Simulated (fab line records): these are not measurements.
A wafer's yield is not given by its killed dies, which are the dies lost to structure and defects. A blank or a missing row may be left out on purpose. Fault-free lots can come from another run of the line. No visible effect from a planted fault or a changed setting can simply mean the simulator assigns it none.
Code-filled problem report in 8D (eight disciplines) form ; flow sky130 ; the parts of the form that need people (team, actions taken, sign-off) are left out

## 1. THE PROBLEM
Across 6 wafers from 2 lots, PASSIVATION_CVD_00_THK at SKY_PASSIVATION_THK_MEAS_01 averages 77.0 nm, while fault-free wafers read 90.3 nm with a standard deviation of 1.3. That puts it -10 standard deviations away from the usual mean.
First observed at day 48 10:34: wafer L384.1, on film_metro-01. Wafers with a number at this step in the record: 33, from 11 lots. The rule behind "out" and "out of limits": a value lying over 4 standard deviations away from the usual mean. The other wafers with a number count as sound.

## 2. WHAT IT IS, WHAT IT ISN'T
question;is;is not
which readings at this step;PASSIVATION_CVD_00_THK;-
which lots;L384, L386;L368, L370, L371, L376, L377, L378, L379, L382, L388
which wafers of those lots;all that have a number;-
read on which gauges;film_metro-01, film_metro-04;film_metro-03
when;from day 48 10:34;"up to then (24 sound wafers); but 3 sound wafers of L388 came after"

## 3. WHAT RULES OUT EACH SUSPECT
Counting: a tool at any process step up to the reading remains a suspect when it ran all the lots that are out and ran no sound lot after the first of those.
- the gauge at SKY_PASSIVATION_THK_MEAS_01 is ruled out. Those wafers that are out were read across 2 gauges (film_metro-01, film_metro-04).
- pecvd-03 at SKY_PASSIVATION_CVD_00 (deposits SiO2, target thk 90 nm): kept. It processed each lot that is out, first L384 at day 48 10:33, and no sound lot thereafter; up to then, the last sound lot it processed was L379 at day 46 18:56.
After counting, what remains is pecvd-03 at SKY_PASSIVATION_CVD_00.

## 4. THE CAUSE (what the simulator had put in)
Site profile drift: pecvd-03, from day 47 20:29 on, at SKY_PASSIVATION_CVD_00. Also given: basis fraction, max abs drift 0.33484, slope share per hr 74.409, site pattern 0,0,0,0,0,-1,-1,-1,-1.
The count eliminated every tool but this one.

## 5. THE CHAIN OF EFFECTS, in route order
Each row: a reading where the mean over the struck wafers with a number is more than 3 standard deviations away from the usual. Only readings for which the record gives a usual standard deviation are gone through. hours: the time from each lot's start at the first step in this table that gives one to its start at this step, as a median over the lots. sigmas: the change in usual standard deviations.
hours;step;reading;usual;on struck wafers;change;sigmas
0;SKY_PASSIVATION_THK_MEAS_01;PASSIVATION_CVD_00_THK;90.3 nm;77.0;-13.3;-10

## 6. WHAT WOULD HAVE CAUGHT IT SOONER
14 hours passed between the start of the fault at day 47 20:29 and the first reading out of limits at a measuring or inspecting step in this record, taken at day 48 10:34.
An alarm limit of 4 standard deviations would not have fired on the tool readings at SKY_PASSIVATION_CVD_00 for which the record gives a usual standard deviation, since none of them was out on any struck wafer.
Lots out: 2; of these, L386 started SKY_PASSIVATION_CVD_00 on pecvd-03 after day 48 10:34. Had the tool been put on hold then, it would have been spared.
